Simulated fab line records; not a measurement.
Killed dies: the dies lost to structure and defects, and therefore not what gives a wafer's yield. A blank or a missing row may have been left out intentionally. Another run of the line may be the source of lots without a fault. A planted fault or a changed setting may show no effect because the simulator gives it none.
One fault seen from 2 desks / flow sky130 / what lay behind the numbers comes last; until then each desk has only its own

## AT THE TOOL OWNER'S DESK: implanter-04
The tool's own readings at SKY_VT_ADJUST_NCORE_IMPLANT_09: means of the sampled wafers that have a number, for each lot that ran on this tool. A lot is out of limits, marked OUT, if its mean lies more than 4 standard deviations from the usual mean; the brackets give that distance.
Columns: A = beam energy keV at SKY_VT_ADJUST_NCORE_IMPLANT_09, usual 10.000
lot=L336; first seen here=day 8 13:50; A=10.003
lot=L337; first seen here=day 9 00:10; A=9.994
lot=L338; first seen here=day 9 03:34; A=9.745 (-80) OUT
lot=L339; first seen here=day 9 16:03; A=9.742 (-81) OUT
lot=L348; first seen here=day 12 21:56; A=10.002
lot=L352; first seen here=day 13 13:14; A=9.998
lot=L355; first seen here=day 14 13:55; A=10.004
Finding of this desk: L338, L339 out of limits; the first was L338 at day 9 03:34, on beam energy keV at SKY_VT_ADJUST_NCORE_IMPLANT_09. L336, L337, L348, L352, L355: within limits.

## THE METROLOGY DESK
What the gauges read, lot by lot, whatever tool the lot ran on: means of the sampled wafers that have a number. A lot is out of limits, marked OUT, if its mean lies more than 4 standard deviations from the usual mean; the brackets give that distance.
Columns: A = PWDE_OVL at SKY_PWDE_OVL_MEAS_07, usual 0.0 nm; B = VT_ADJUST_HVTP_OVL at SKY_VT_ADJUST_HVTP_OVL_MEAS_08, usual -0.3 nm; C = VT_ADJUST_LVTN_OVL at SKY_VT_ADJUST_LVTN_OVL_MEAS_07, usual -0.6 nm
lot=L336; first seen here=day 4 00:10; A=-0.9; B=1.8; C=-0.8
lot=L337; first seen here=day 4 07:22; A=1.1; B=-1.3; C=-1.5
lot=L338; first seen here=day 4 10:50; A=-1.3; B=0.7; C=-0.7
lot=L339; first seen here=day 4 21:35; A=-0.1; B=-0.9; C=-1.2
lot=L347; first seen here=day 7 07:13; A=-1.3; B=-1.6; C=-1.6
lot=L348; first seen here=day 7 07:34; A=-0.5; B=-0.1; C=-0.8
lot=L349; first seen here=day 7 12:34; A=-0.5; B=0.8; C=2.1
lot=L351; first seen here=day 7 14:01; A=-0.8; B=-1.7; C=-2.6
lot=L352; first seen here=day 7 21:11; A=0.1; B=-1.2; C=0.9
lot=L354; first seen here=day 8 09:38; A=-0.9; B=1.2; C=0.2
lot=L355; first seen here=day 8 15:14; A=-0.1; B=-1.5; C=1.8
lot=L356; first seen here=day 8 16:23; A=0.4; B=-0.4; C=-4.2
lot=L357; first seen here=day 8 22:35; A=1.7; B=2.0; C=-0.4
lot=L358; first seen here=day 9 04:40; A=1.6; B=0.5; C=1.2
Finding of this desk: none of the 14 lots has anything out of limits.

## ALL TOGETHER
At day 9 03:34, on L338, L339, the tool owner's desk was in a position to raise an alarm.
From the metrology desk's view, nothing was out of limits.
The metrology desk holds a record of L338, L339, inside its limits.
SKY_VT_ADJUST_NCORE_IMPLANT_09 was run on implanter-04 by each of the lots named.

## WHAT THE SIMULATOR PUT IN
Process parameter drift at SKY_VT_ADJUST_NCORE_IMPLANT_09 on implanter-04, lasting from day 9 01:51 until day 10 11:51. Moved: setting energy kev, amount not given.
Struck lots among those shown: L338, L339.
Delay in hours, fault start to first out-of-limits reading, by desk: the tool owner's desk at 2.
